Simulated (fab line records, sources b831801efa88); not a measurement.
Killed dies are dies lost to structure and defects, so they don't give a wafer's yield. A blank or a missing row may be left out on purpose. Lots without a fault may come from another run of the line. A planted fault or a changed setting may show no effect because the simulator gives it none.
Which tool did it? | flow gf180mcu | 14 lots, 42 wafers sampled, at 4 steps of a route of 602

WHAT THE GAUGES READ, wafer by wafer
GF_HV_LDD_THK_MEAS_55. Usual: HV_LDD_CVD_54_THK 10.00 nm, standard deviation 0.13.
lot  | measured     | on            | HV_LDD_CVD_54_THK (nm) | flag
L560 | day 12 17:01 | film_metro-03 | 9.90 9.97 9.93         |
L561 | day 12 18:19 | film_metro-02 | 9.98 10.04 10.15       |
L562 | day 13 02:33 | film_metro-02 | 9.77 9.82 9.84         |
L563 | day 13 13:40 | film_metro-02 | 9.88 9.91 9.97         |
L564 | day 13 20:13 | film_metro-03 | 9.97 9.77 9.83         |
L567 | day 14 18:08 | film_metro-04 | 10.17 10.00 10.08      |
L572 | day 16 11:52 | film_metro-03 | 10.01 10.02 9.90       |
L573 | day 16 16:49 | film_metro-02 | 10.13 9.97 10.05       |
L574 | day 17 00:22 | film_metro-04 | 10.02 10.09 9.97       |
L575 | day 17 10:25 | film_metro-03 | 9.89 9.94 9.83         |
L576 | day 17 13:26 | film_metro-02 | 9.93 10.17 10.05       |
L578 | day 18 09:41 | film_metro-03 | 10.22 10.06 10.04      |
L581 | day 19 08:06 | film_metro-03 | 10.26 10.38 10.19      |
L583 | day 20 13:28 | film_metro-04 | 10.01 10.00 9.97       |

GF_NSD_TW_MEAS_12. Usual: NSD_TW 4296, standard deviation 55.
lot  | measured     | on            | NSD_TW         | flag
L560 | day 13 14:26 | film_metro-01 | 4327 4363 4344 |
L561 | day 13 16:07 | film_metro-03 | 4251 4281 4268 |
L562 | day 14 00:08 | film_metro-01 | 4375 4349 4392 |
L563 | day 14 11:59 | film_metro-01 | 4339 4356 4373 |
L564 | day 14 19:29 | film_metro-03 | 4272 4283 4295 |
L567 | day 15 17:05 | film_metro-04 | 4265 4266 4251 |
L572 | day 17 10:42 | film_metro-03 | 4270 4265 4279 |
L573 | day 17 15:56 | film_metro-03 | 4241 4272 4254 |
L574 | day 18 01:17 | film_metro-04 | 4278 4259 4245 |
L575 | day 18 11:50 | film_metro-04 | 4255 4244 4267 |
L576 | day 18 14:41 | film_metro-04 | 4294 4271 4298 |
L578 | day 19 12:04 | film_metro-04 | 4216 4217 4204 |
L581 | day 20 10:23 | film_metro-01 | 4380 4378 4397 |
L583 | day 21 15:20 | film_metro-01 | 4374 4404 4390 |

WHICH TOOL RAN EACH LOT (tool, then ch and the chambers of the sampled wafers, then the start)
lot  | GF_STI_WET_ETCH_28             | GF_VT_IMPLANT_STRIP_09
L560 | wet_bench-01 ch 0, day 2 05:08 | plasma_asher-04 ch 0,1, day 5 15:58
L561 | wet_bench-01 ch 3, day 2 10:05 | plasma_asher-04 ch 0,1, day 5 22:31
L562 | wet_bench-02 ch 0, day 2 15:17 | plasma_asher-02 ch 0,1, day 6 03:50
L563 | wet_bench-01 ch 1, day 2 20:05 | plasma_asher-04 ch 0,1, day 6 09:56
L564 | wet_bench-01 ch 1, day 3 02:49 | plasma_asher-01 ch 0,1, day 6 15:10
L567 | wet_bench-02 ch 3, day 3 16:35 | plasma_asher-01 ch 0,1, day 7 09:38
L572 | wet_bench-01 ch 2, day 4 18:26 | plasma_asher-02 ch 0,1, day 8 17:01
L573 | wet_bench-02 ch 3, day 5 00:31 | plasma_asher-04 ch 0,1, day 8 22:08
L574 | wet_bench-01 ch 1, day 5 04:13 | plasma_asher-01 ch 0,1, day 9 04:53
L575 | wet_bench-01 ch 2, day 5 10:18 | plasma_asher-02 ch 0,1, day 9 11:28
L576 | wet_bench-04 ch 2, day 5 14:54 | plasma_asher-01 ch 0,1, day 9 15:10
L578 | wet_bench-04 ch 3, day 6 02:06 | plasma_asher-04 ch 0,1, day 10 04:34
L581 | wet_bench-02 ch 3, day 6 17:27 | plasma_asher-02 ch 0,1, day 10 23:40
L583 | wet_bench-04 ch 2, day 7 04:05 | plasma_asher-01 ch 0,1, day 11 13:28
- GF_STI_WET_ETCH_28: etches SiO2 in dHF, target depth 20 nm, time 40 s.
- GF_VT_IMPLANT_STRIP_09: strips in O2/N2.

WHAT THE TOOLS THEMSELVES READ (means of the sampled wafers that have a number; where no wafer has one, the mark that the record gives instead)
GF_STI_WET_ETCH_28. Usual: run_length_s 67.7 s, standard deviation 2.9.
lot  | tool         | run_length_s (s) | flag
L560 | wet_bench-01 | 73.4             |
L561 | wet_bench-01 | 72.4             |
L562 | wet_bench-02 | 65.2             |
L563 | wet_bench-01 | 72.5             |
L564 | wet_bench-01 | 65.9             |
L567 | wet_bench-02 | 65.2             |
L572 | wet_bench-01 | 51.6             | OFF
L573 | wet_bench-02 | 66.0             |
L574 | wet_bench-01 | 44.9             | OFF
L575 | wet_bench-01 | 45.4             | OFF
L576 | wet_bench-04 | 66.5             |
L578 | wet_bench-04 | 67.1             |
L581 | wet_bench-02 | 71.4             |
L583 | wet_bench-04 | 66.2             |

GF_VT_IMPLANT_STRIP_09. Usual: drypump_motor_current_A 5.7 A, standard deviation 0.53; heater_power_w 319 W, standard deviation 23; oes_product_au 0.716 a.u., standard deviation 0.0046; strip_time_to_endpoint_s 12.63 s, standard deviation 0.036.
lot  | tool            | drypump_motor_current_A (A) | heater_power_w (W) | oes_product_au (a.u.) | strip_time_to_endpoint_s (s) | flag
L560 | plasma_asher-04 | 5.2                         | 285                | 0.715                 | 12.62                        |
L561 | plasma_asher-04 | 5.2                         | 291                | 0.716                 | 12.68                        |
L562 | plasma_asher-02 | 6.1                         | 337                | 0.715                 | 12.61                        |
L563 | plasma_asher-04 | 5.7                         | 287                | 0.718                 | 12.65                        |
L564 | plasma_asher-01 | 5.6                         | 340                | 0.712                 | 12.66                        |
L567 | plasma_asher-01 | 5.6                         | 342                | 0.714                 | 12.65                        |
L572 | plasma_asher-02 | 5.7                         | 323                | 0.717                 | 12.63                        |
L573 | plasma_asher-04 | 5.7                         | 288                | 0.720                 | 12.61                        |
L574 | plasma_asher-01 | 5.7                         | 331                | 0.718                 | 12.62                        |
L575 | plasma_asher-02 | 5.7                         | 327                | 0.716                 | 12.66                        |
L576 | plasma_asher-01 | 5.7                         | 327                | 0.711                 | 12.59                        |
L578 | plasma_asher-04 | 5.7                         | 287                | 0.718                 | 12.63                        |
L581 | plasma_asher-02 | 5.7                         | 325                | 0.714                 | 12.69                        |
L583 | plasma_asher-01 | 5.7                         | 331                | 0.717                 | 12.67                        |

THE ANSWER, worked out from the rows above alone
Rule: a lot is off if the mean of its wafers that have a number lies more than 3 standard deviations from the usual mean. A lot without any number at a reading at which 4 lots or more have one is off too. The other lots that the step has rows for count as sound. The gauges are gone through in route order, then the tools' own readings, and for those a lot's mean is taken as printed above. The first step at which some lot is off is used, and at that step the reading that is off furthest; a lot without a number counts as furthest.
Off: L572, L574, L575, at GF_STI_WET_ETCH_28 (run_length_s).
A tool fits if, at that step or a process step before it, it ran every lot that is off, and no sound lot after the first of them. One fits: wet_bench-01 at GF_STI_WET_ETCH_28. Its last sound lot is L564 (day 3 02:49), its first lot that is off L572 (day 4 18:26): a fault that began between those two fits.
The tool's own readings at GF_STI_WET_ETCH_28 bear it out: on the lots that are off they differ by more than 5 times the standard deviation of the sound lots' means. run_length_s reads 47.3 s there against 68.3 s on the sound lots.

WHAT THE SIMULATOR HAD PUT IN
Process parameter drift: wet_bench-01, from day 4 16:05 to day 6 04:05, at GF_STI_WET_ETCH_28. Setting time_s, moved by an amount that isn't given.
Lots struck among those shown: L572, L574, L575. The rule above found the same.
